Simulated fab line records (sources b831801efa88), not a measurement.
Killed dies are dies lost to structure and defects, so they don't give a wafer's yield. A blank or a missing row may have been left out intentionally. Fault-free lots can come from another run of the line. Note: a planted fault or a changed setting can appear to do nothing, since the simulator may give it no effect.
A lot that was struck, set against a sound lot | flow sky130 | 37 out of 708 route steps
Sound: wafers L594.2, L594.3, L594.5. Wafers struck: L605.2, L605.3, L605.6. The cause is given at the end.
Per side, at each step with rows, come the tool, then ch with its chambers, and then its first start. Under that, the readings that differ: sound wafers | struck wafers | difference of the means | sigmas: that difference in standard deviations of wafers without a fault.
alike: same words and numbers on both sides, and readings whose means sit less than 2 such deviations apart. not compared: any withheld reading, any reading some wafer has no value for, any bound like >300 that may hide the same value, and any number with overlapping values for which the record gives no deviation.
A row with sigmas, a row that says differs or no value, or rows on one side alone: a step with any of these is where the two part. Non-overlapping numbers with no deviation appear without sigmas and do not part them. A reading that every wafer of one side lacks parts them only if that side has two wafers or more.

first, 10 steps without rows for these wafers: SKY_CAPM_DEHYDRATE_05 (time 60 s); SKY_CAPM_HMDS_06 (prime time 60 s); SKY_CAPM_COAT_07 (resist thk 1140 nm); SKY_CAPM_SOFTBAKE_08 (time 60 s); SKY_CAPM_EXPOSE_09 (exposes mask CAPM, target cd 1000 nm); SKY_CAPM_PEB_10; SKY_CAPM_DEVELOP_11 (develop time 60 s); SKY_CAPM_METAL_ETCH_13 (etches TiN in Cl2/BCl3, stops on SiO2, target depth 220 nm, time 62.9 s); SKY_CAPM_STRIP_14 (strips in O2/N2); SKY_CAPM_STRIP_15 (strips in post etch residue remover, time 1200 s).
SKY_CAPM_CLEAN_16: cleans in IPA, time 180 s.
  sound on wet bench-04 ch 0, day 37 19:53; struck on wet bench-04 ch 2, day 41 02:41
then, 25 steps without rows for these wafers: SKY_CAPM_CLEAN_17 (cleans in O3/DIW); SKY_METAL3_DEHYDRATE_05 (time 60 s); SKY_METAL3_HMDS_06 (prime time 60 s); SKY_METAL3_COAT_07 (resist thk 60 nm); SKY_METAL3_COAT_08 (resist thk 1140 nm); SKY_METAL3_SOFTBAKE_09 (time 90 s); SKY_METAL3_EXPOSE_10 (exposes mask MM3, target cd 300 nm); SKY_METAL3_PEB_11; SKY_METAL3_DEVELOP_12 (develop time 60 s); SKY_METAL3_DESCUM_15 (chemistry O2, time 8 s); SKY_METAL3_ETCH_16 (etches BARC in N2/H2, stops on SiO2, time 88.2 s, target depth 60 nm); SKY_METAL3_ETCH_17 (etches SiO2 in C4F8/O2/Ar, stops on TiN, time 3.9 s, target depth 15 nm); SKY_METAL3_METAL_ETCH_18 (etches the open film in Cl2/BCl3, stops on SiO2, target depth 845 nm, time 183.1 s); SKY_METAL3_STRIP_19 (strips in O2/N2); SKY_METAL3_STRIP_20 (strips in post etch residue remover, time 1200 s); SKY_METAL3_CLEAN_21 (cleans in IPA, time 180 s); SKY_METAL3_CLEAN_22 (cleans in O3/DIW); SKY_VIA3_HDPCVD_00 (deposits SiO2, target thk 1635 nm, time 272.5 s); SKY_VIA3_CMP_02 (polishes SiO2); SKY_VIA3_DEHYDRATE_04 (time 60 s); SKY_VIA3_HMDS_05 (prime time 60 s); SKY_VIA3_COAT_06 (resist thk 60 nm); SKY_VIA3_COAT_07 (resist thk 452.5 nm); SKY_VIA3_SOFTBAKE_08 (time 90 s); SKY_VIA3_EXPOSE_09 (exposes mask VIM3, target cd 200 nm).
-- the record jumps here: 8 days lie between the struck wafers' starts before and after (it left off in module VIA3 and takes up again in module PAD_OPEN, whose first step shown is number 708 of the route) --
SKY_PAD_OPEN_PROBE_99:
  sound on prober-02, day 46 05:03; struck on prober-01, day 48 19:37
  reading                               | sound              | struck                                                                     | difference                   | sigmas
  hold                                  | - - -              | await dispo/5.4h/release await dispo/5.4h/release await dispo/5.4h/release | no value on the sound wafers |
  defect limited yield (%)              | 83.7 81.7 78.9     | 72.4 73.8 72.8                                                             | -8.4                         | -4
  killed at other                       | 2 0 0              | 58 57 58                                                                   | +57                          | +99 or more
  killed dies                           | 80 90 104          | 136 129 134                                                                | +42                          | +4
  sort_bin_3_pad_short (%)              | 0.6 0.4 1.2        | 2.4 3.3 2.6                                                                | +2.0                         | +5
  sort_bin_5_function (%)               | 8.5 11.0 12.8      | 19.7 17.3 18.1                                                             | +7.6                         | +5
  sort n pass                           | 412 402 388        | 356 363 358                                                                | -42                          | -4
  sort yield pct (%)                    | 83.7 81.7 78.9     | 72.4 73.8 72.8                                                             | -8.4                         | -4
  model.etest.tester.sort n pass        | 412 402 388        | 356 363 358                                                                | -42                          |
  model.etest.tester.sort yield pct (%) | 83.74 81.71 78.86  | 72.36 73.78 72.76                                                          | -8.47                        |
  model.etest.tester.sort_bin_5_pct (%) | 8.537 10.98 12.8   | 19.72 17.28 18.09                                                          | +7.59                        |
  model.etest.tester.sort_bin_3_pct (%) | 0.6098 0.4065 1.22 | 2.439 3.252 2.642                                                          | +2.032                       |
  alike: killed_at_M0_to_M3, killed_at_M4_up, killed at contacts, killed at front end, killed open, killed short, sort_bin_6_memory

## WHERE THEY PART
Only at SKY_PAD_OPEN_PROBE_99, as far as this record shows.

WHY: what the simulator had put in
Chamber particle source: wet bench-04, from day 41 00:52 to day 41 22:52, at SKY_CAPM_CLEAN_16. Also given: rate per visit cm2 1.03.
